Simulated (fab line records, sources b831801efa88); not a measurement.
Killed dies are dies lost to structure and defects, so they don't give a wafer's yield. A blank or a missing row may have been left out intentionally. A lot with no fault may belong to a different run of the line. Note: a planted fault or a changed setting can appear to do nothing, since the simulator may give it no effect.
Which of the tools did it? || flow sky130 || 7 lots, 20 wafers sampled, at 2 steps of a route of 708

WHAT THE GAUGES SHOWED, per wafer
SKY_LI_CONTACT_CD_MEAS_12 targets a cd of 170 nm.
{"lot": "L962", "measured": "day 29 07:56", "on": "cd_sem-02", "cd_nm (nm)": "169.1 169.7 169.2"}
{"lot": "L967", "measured": "day 31 18:21", "on": "cd_sem-02", "cd_nm (nm)": "170.8 171.7 169.7"}
{"lot": "L970", "measured": "day 33 00:31", "on": "cd_sem-01", "cd_nm (nm)": "168.8 169.6 168.6"}
{"lot": "L972", "measured": "day 33 11:49", "on": "cd_sem-01", "cd_nm (nm)": "169.9 170.3 170.2"}
{"lot": "L974", "measured": "day 35 06:53", "on": "cd_sem-01", "cd_nm (nm)": "170.8 170.6 171.0"}
{"lot": "L980", "measured": "day 35 14:43", "on": "cd_sem-02", "cd_nm (nm)": "130.3 171.1"}
{"lot": "L983", "measured": "day 37 02:27", "on": "cd_sem-02", "cd_nm (nm)": "170.7 170.7 171.7"}

WHAT TOOL EACH LOT RAN ON (gives the tool, then ch and the chambers of the sampled wafers, and finally the start)
{"lot": "L962", "SKY_LI_CONTACT_EXPOSE_09": "krf_scanner-01 ch 0, day 28 17:53"}
{"lot": "L967", "SKY_LI_CONTACT_EXPOSE_09": "krf_scanner-02 ch 0, day 31 04:54"}
{"lot": "L970", "SKY_LI_CONTACT_EXPOSE_09": "krf_scanner-02 ch 0, day 32 11:27"}
{"lot": "L972", "SKY_LI_CONTACT_EXPOSE_09": "krf_scanner-01 ch 0, day 33 00:47"}
{"lot": "L974", "SKY_LI_CONTACT_EXPOSE_09": "krf_scanner-01 ch 0, day 34 17:07"}
{"lot": "L980", "SKY_LI_CONTACT_EXPOSE_09": "krf_scanner-02 ch 0, day 35 01:46"}
{"lot": "L983", "SKY_LI_CONTACT_EXPOSE_09": "krf_scanner-01 ch 0, day 36 15:05"}
- SKY_LI_CONTACT_EXPOSE_09: exposes mask LICM1, target cd 170 nm.

THE ANSWER, worked out from the rows above alone
Rule: what is usual is taken from the lots themselves. Put in order of their means at a reading, lots are off if they are a third of the lots or fewer, leave a main group of 4 or more, and stand apart from it by a gap of 3 or more times the standard deviation of the main group's means; of several such gaps the widest counts. If all means in a main group match to the digits the tables above print for the reading, that group is not used. A lot without any number at a reading at which 4 lots or more have one is off too. The other lots that the step has rows for count as sound.
Off: L980, at SKY_LI_CONTACT_CD_MEAS_12 (cd_nm). The main group: mean 170.2 nm, standard deviation 0.77.
If a tool, at a process step before that reading, ran all the lots that are off and no sound lot after the first of them, it fits. The gauges at SKY_LI_CONTACT_CD_MEAS_12 are tried like those tools. One candidate fits, namely krf_scanner-02 at SKY_LI_CONTACT_EXPOSE_09. A fault onset in the window from L970 (day 32 11:27, its last sound lot) to L980 (day 35 01:46, its first lot off) fits.

WHAT THE SIMULATOR HAD PUT IN
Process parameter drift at SKY_LI_CONTACT_EXPOSE_09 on krf_scanner-02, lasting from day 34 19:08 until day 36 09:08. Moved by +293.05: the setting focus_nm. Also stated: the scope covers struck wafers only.
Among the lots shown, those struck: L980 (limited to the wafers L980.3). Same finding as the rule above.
